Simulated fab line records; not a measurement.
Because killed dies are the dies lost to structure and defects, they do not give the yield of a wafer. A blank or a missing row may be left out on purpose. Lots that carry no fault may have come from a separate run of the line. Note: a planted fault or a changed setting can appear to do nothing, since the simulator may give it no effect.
Problem report in the 8D (eight disciplines) form, filled by code || flow sfq-line || the parts of the form that need people (team, actions taken, sign-off) are left out

== 1. THE ISSUE ==
At SFQ_TRILAYER_I0_METRO_MEASURE_029, thk-nm averages 185.5 nm over 9 wafers from 3 lots, while fault-free wafers read 200.0 nm, standard deviation 0.99. Relative to the usual mean, that is a shift of -15 standard deviations.
First observed at day 8 23:17: wafer L419.1, on film-metro-03. At this step, 45 wafers from 15 lots have a number in the record. By rule, "out" or "out of limits" means more than 4 standard deviations away from the usual mean. The other wafers with a number count as sound.

== 2. WHAT IT IS, AND WHAT IT ISN'T ==
{"question": "which readings at this step", "is": "thk-nm", "is not": "-"}
{"question": "which lots", "is": "L419, L420, L422", "is not": "L410, L411, L412, L413, L414, L415, L416, L418, L429, L430, L431, L432"}
{"question": "which wafers of those lots", "is": "all that have a number", "is not": "-"}
{"question": "read on which tools", "is": "film-metro-02, film-metro-03", "is not": "film-metro-04"}
{"question": "when", "is": "from day 8 23:17", "is not": "up to then (24 sound wafers); but 12 sound wafers of L429, L430, L431, L432 came after"}

== 3. WHAT RULES OUT EACH SUSPECT ==
Counting: any tool at a process step up to the reading is kept as a suspect provided that every lot that is out went through it and no sound lot did after the first of them.
- cmp-01 at SFQ_TRILAYER_I0_CMP_CMP_028 (polishes SiO2): ruled out as a lasting fault. Following L419 (day 8 20:10), the first lot on it that is out, the sound lots L432 were run on it.
Left after counting: nothing in the record.

== 4. THE CAUSE (what the simulator had put in) ==
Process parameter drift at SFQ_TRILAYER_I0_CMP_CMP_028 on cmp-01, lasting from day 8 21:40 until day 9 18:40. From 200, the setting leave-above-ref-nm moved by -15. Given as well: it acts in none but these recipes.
It was ruled out by counting, in error; the rule expects a fault to strike all lots run on its tool from its start on, and this fault did not.

== 5. THE EFFECT CHAIN, in route order ==
Rows list readings where the struck wafers' mean (over those with a number) sits beyond 3 standard deviations from the usual. Only readings whose record carries a usual standard deviation are examined. hours: median over the lots of the time between each lot's start at the first step of this table that gives one and its start at this step. sigmas: the change, counted in usual standard deviations.
{"hours": 0, "step": "SFQ_TRILAYER_I0_METRO_MEASURE_029", "reading": "thk-nm", "usual": "200.0 nm", "on struck wafers": 185.5, "change": -14.5, "sigmas": -15}
{"hours": 75, "step": "SFQ_TRILAYER_I0_VIA_ETCH_VIA_ETCH_034", "reading": "oes-product-au", "usual": "0.855 a.u.", "on struck wafers": 0.822, "change": -0.033, "sigmas": -6.5}
It contains these process steps:
- SFQ_TRILAYER_I0_METRO_MEASURE_029
- SFQ_TRILAYER_I0_VIA_ETCH_VIA_ETCH_034: etches SiO2 in CHF3, stops on Nb, target depth 260 nm.
At these later measuring or inspecting steps, every struck wafer for which the step has a row has a number for every such reading, and none has moved that far: SFQ_M8_RS_MEAS_949.

== 6. WHAT WOULD HAVE CAUGHT IT SOONER ==
First out-of-limits reading in this record: day 8 23:17, which is 2 hours after fault onset at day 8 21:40.
An alarm limit of 4 standard deviations would not have fired on the tool readings at SFQ_TRILAYER_I0_CMP_CMP_028 for which the record gives a usual standard deviation, since none of them was out on any struck wafer.
